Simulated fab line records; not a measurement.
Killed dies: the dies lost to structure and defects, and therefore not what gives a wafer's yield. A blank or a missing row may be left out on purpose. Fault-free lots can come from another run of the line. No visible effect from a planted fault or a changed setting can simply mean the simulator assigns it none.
Which tool is to blame? + flow sky130 + 14 lots, 42 wafers sampled, at 2 steps of a route of 708

## WHAT EACH GAUGE READ, for each wafer
SKY_LDD_HVN_TW_MEAS_10. Usual: LDD_HVN_TW 1439, standard deviation 8.9.
| lot  | measured     | on           | LDD_HVN_TW     | flag |
|------|--------------|--------------|----------------|------|
| L918 | day 20 12:01 | filmMetro-01 | 1443 1438 1442 |      |
| L920 | day 21 06:01 | filmMetro-01 | 1444 1445 1445 |      |
| L921 | day 21 15:23 | filmMetro-02 | 1438 1440 1449 |      |
| L922 | day 21 18:35 | filmMetro-01 | 1446 1448 1444 |      |
| L923 | day 22 03:25 | filmMetro-02 | 1439 1443 1433 |      |
| L925 | day 23 19:11 | filmMetro-01 | 1445 1452 1455 |      |
| L926 | day 23 20:04 | filmMetro-03 | 1451 1449 1446 |      |
| L927 | day 23 22:26 | filmMetro-02 | 1429 1421 1412 |      |
| L929 | day 24 07:14 | filmMetro-02 | 1421 1420 1421 |      |
| L928 | day 24 10:20 | filmMetro-03 | 1434 1438 1434 |      |
| L931 | day 25 00:20 | filmMetro-01 | 1443 1445 1438 |      |
| L932 | day 25 16:04 | filmMetro-03 | 1235 1238 1234 | OFF  |
| L933 | day 25 19:52 | filmMetro-01 | 1244 1239 1245 | OFF  |
| L935 | day 26 11:07 | filmMetro-01 | 1446 1436 1442 |      |

## WHICH TOOL RAN EACH LOT (tool, then ch and the chambers of the sampled wafers, then the start)
| lot  | SKY_LDD_HVN_IMPLANT_08          |
|------|---------------------------------|
| L918 | implanter-02 ch 0, day 20 11:46 |
| L920 | implanter-02 ch 0, day 21 05:46 |
| L921 | implanter-01 ch 0, day 21 15:09 |
| L922 | implanter-01 ch 0, day 21 18:22 |
| L923 | implanter-02 ch 0, day 22 03:10 |
| L925 | implanter-03 ch 0, day 23 18:58 |
| L926 | implanter-02 ch 0, day 23 19:50 |
| L927 | implanter-02 ch 0, day 23 22:13 |
| L929 | implanter-02 ch 0, day 24 07:01 |
| L928 | implanter-02 ch 0, day 24 10:07 |
| L931 | implanter-03 ch 0, day 25 00:07 |
| L932 | implanter-03 ch 0, day 25 15:49 |
| L933 | implanter-03 ch 0, day 25 19:37 |
| L935 | implanter-02 ch 0, day 26 10:52 |
- SKY_LDD_HVN_IMPLANT_08

## AS READ BY THE TOOLS THEMSELVES (means over the sampled wafers that have a number; for cases with no such wafer, the mark the record gives instead)
SKY_LDD_HVN_IMPLANT_08. Usual: doseIonsCm2 2.999e+13, standard deviation 3.1e+10; faradayCurrentUA 169, standard deviation 3.5.
| lot  | tool         | doseIonsCm2 | faradayCurrentUA | flag |
|------|--------------|-------------|------------------|------|
| L918 | implanter-02 | 3.001e+13   | 171              |      |
| L920 | implanter-02 | 2.999e+13   | 169              |      |
| L921 | implanter-01 | 3.003e+13   | 171              |      |
| L922 | implanter-01 | 3.003e+13   | 169              |      |
| L923 | implanter-02 | 2.999e+13   | 169              |      |
| L925 | implanter-03 | 3.003e+13   | 167              |      |
| L926 | implanter-02 | 2.999e+13   | 166              |      |
| L927 | implanter-02 | 2.997e+13   | 172              |      |
| L929 | implanter-02 | 3.001e+13   | 167              |      |
| L928 | implanter-02 | 3.000e+13   | 170              |      |
| L931 | implanter-03 | 2.999e+13   | 166              |      |
| L932 | implanter-03 | 1.862e+13   | 105              | OFF  |
| L933 | implanter-03 | 1.862e+13   | 105              | OFF  |
| L935 | implanter-02 | 2.998e+13   | 166              |      |

## THE ANSWER, worked out from the rows above alone
Rule: take the mean of a lot's wafers that have a number; if it is more than 3 standard deviations from the usual mean, the lot is off. A lot without any number at a reading at which 4 lots or more have one is off too. Any other lot the step has rows for is counted as sound. Order of review: gauges by route order, followed by the tools' own readings, for which a lot's mean as printed above is used. The first step at which some lot is off is used, and at that step the reading that is off furthest; a lot without a number counts as furthest.
Off: L932, L933, at SKY_LDD_HVN_TW_MEAS_10 (LDD_HVN_TW).
If a tool, at a process step before that reading, ran all the lots that are off and no sound lot after the first of them, it fits. Not tried: the gauges at SKY_LDD_HVN_TW_MEAS_10; whatever is off there is also off at SKY_LDD_HVN_IMPLANT_08, on other tools, and gauge error can't account for it. One fits: implanter-03 at SKY_LDD_HVN_IMPLANT_08. A fault onset in the window from L931 (day 25 00:07, its last sound lot) to L932 (day 25 15:49, its first lot off) fits.
The tool's own readings at SKY_LDD_HVN_IMPLANT_08 bear it out: on the lots that are off they differ by more than 5 times the standard deviation of the sound lots' means. doseIonsCm2 reads 1.862e+13 there against 3.000e+13 on the sound lots; faradayCurrentUA reads 105 there against 169 on the sound lots.

## WHAT WAS PUT IN BY THE SIMULATOR
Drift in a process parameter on implanter-03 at SKY_LDD_HVN_IMPLANT_08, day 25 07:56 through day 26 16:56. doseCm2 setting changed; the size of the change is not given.
Shown lots that were struck: L932, L933. This agrees with what the rule above found.
